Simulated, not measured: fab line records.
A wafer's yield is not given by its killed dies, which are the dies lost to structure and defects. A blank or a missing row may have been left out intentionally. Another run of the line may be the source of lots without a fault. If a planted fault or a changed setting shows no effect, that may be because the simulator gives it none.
One fault through the eyes of 2 desks + flow gf180mcu + each desk has only its own numbers; what lay behind them comes last

## DESK OF THE TOOL OWNER: plasmaAsher-03
The tool's own readings at GF_VT_IMPLANT_STRIP_20 (strips in O2/N2): means of the sampled wafers that have a number, for each lot that ran on this tool. The brackets show how far a lot's mean lies from the usual mean; more than 4 standard deviations puts the lot out of limits, marked OUT.
Columns: A = chamberPressureMTorr at GF_VT_IMPLANT_STRIP_20, usual 1499.9 mTorr; B = drypumpMotorCurrentA at GF_VT_IMPLANT_STRIP_20, usual 6.0 A; C = heaterPowerW at GF_VT_IMPLANT_STRIP_20, usual 332 W; D = oesProductAu at GF_VT_IMPLANT_STRIP_20, usual 0.715 a.u.; E = platenTempC at GF_VT_IMPLANT_STRIP_20, usual 250.02 C; F = stripTimeToEndpointS at GF_VT_IMPLANT_STRIP_20, usual 12.63 s
| lot  | first seen here | A      | B   | C   | D               | E      | F     |
|------|-----------------|--------|-----|-----|-----------------|--------|-------|
| L936 | day 8 00:58     | 1500.4 | 5.5 | 318 | 0.930 (+43) OUT | 250.10 | -     |
| L944 | day 10 06:41    | 1500.2 | 5.5 | 315 | 0.717           | 250.00 | 12.63 |
| L945 | day 10 12:39    | 1500.5 | 5.5 | 317 | 0.718           | 250.01 | 12.69 |
| L950 | day 11 20:55    | 1499.6 | 5.5 | 316 | 0.714           | 250.09 | 12.58 |
| L951 | day 12 00:25    | 1498.9 | 5.5 | 318 | 0.720           | 249.96 | 12.61 |
This desk finds L936 out of limits, L936 being first, at day 8 00:58 (oesProductAu at GF_VT_IMPLANT_STRIP_20). In limits: L944, L945, L950, L951.

## FROM THE METROLOGY DESK
Lot by lot, what the gauges showed, no matter which tool ran the lot: averages of those sampled wafers that carry a number. The brackets show how far a lot's mean lies from the usual mean; more than 4 standard deviations puts the lot out of limits, marked OUT.
Columns: A = LVPWELL_TW at GF_LVPWELL_TW_MEAS_11, usual 557; B = MVPSD_OVL at GF_MVPSD_OVL_MEAS_07, usual -0.2 nm; C = VT_IMPLANT_3_TW at GF_VT_IMPLANT_TW_MEAS_32, usual 264.2
| lot  | first seen here | A   | B    | C                      |
|------|-----------------|-----|------|------------------------|
| L930 | day 4 02:25     | 549 | -1.0 | 260.9                  |
| L932 | day 4 13:35     | 560 | 1.5  | 264.6                  |
| L936 | day 5 10:55     | 552 | 1.1  | 30.2 (-99 or more) OUT |
| L944 | day 7 09:50     | 559 | 1.0  | 261.9                  |
| L945 | day 7 16:02     | 558 | 0.5  | 261.6                  |
| L946 | day 7 20:23     | 557 | -0.1 | 266.0                  |
| L948 | day 8 08:34     | 551 | -1.3 | 263.4                  |
| L949 | day 8 12:28     | 562 | -0.6 | 264.5                  |
| L950 | day 8 18:34     | 563 | -0.7 | 264.6                  |
| L951 | day 8 23:08     | 551 | -3.6 | 268.2                  |
| L952 | day 9 06:46     | 551 | -0.6 | 263.8                  |
This desk reports L936 out of limits; the earliest was L936 at day 8 17:49 (VT_IMPLANT_3_TW at GF_VT_IMPLANT_TW_MEAS_32). In limits: L930, L932, L944, L945, L946, L948, L949, L950, L951, L952.

## ALL TOGETHER
The tool owner's desk could have raised an alarm at day 8 00:58, on L936.
On L936, the metrology desk was in a position to raise an alarm at day 8 17:49.
Every lot named ran GF_VT_IMPLANT_STRIP_20 on plasmaAsher-03.

## WHAT HAD BEEN PUT IN BY THE SIMULATOR
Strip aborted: plasmaAsher-03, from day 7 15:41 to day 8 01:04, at GF_VT_IMPLANT_STRIP_20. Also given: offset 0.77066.
Lots struck among those shown: L936.
Delay (hours) between the fault's onset and each desk's first out-of-limits reading: 9 at the tool owner's desk, 26 at the metrology desk.
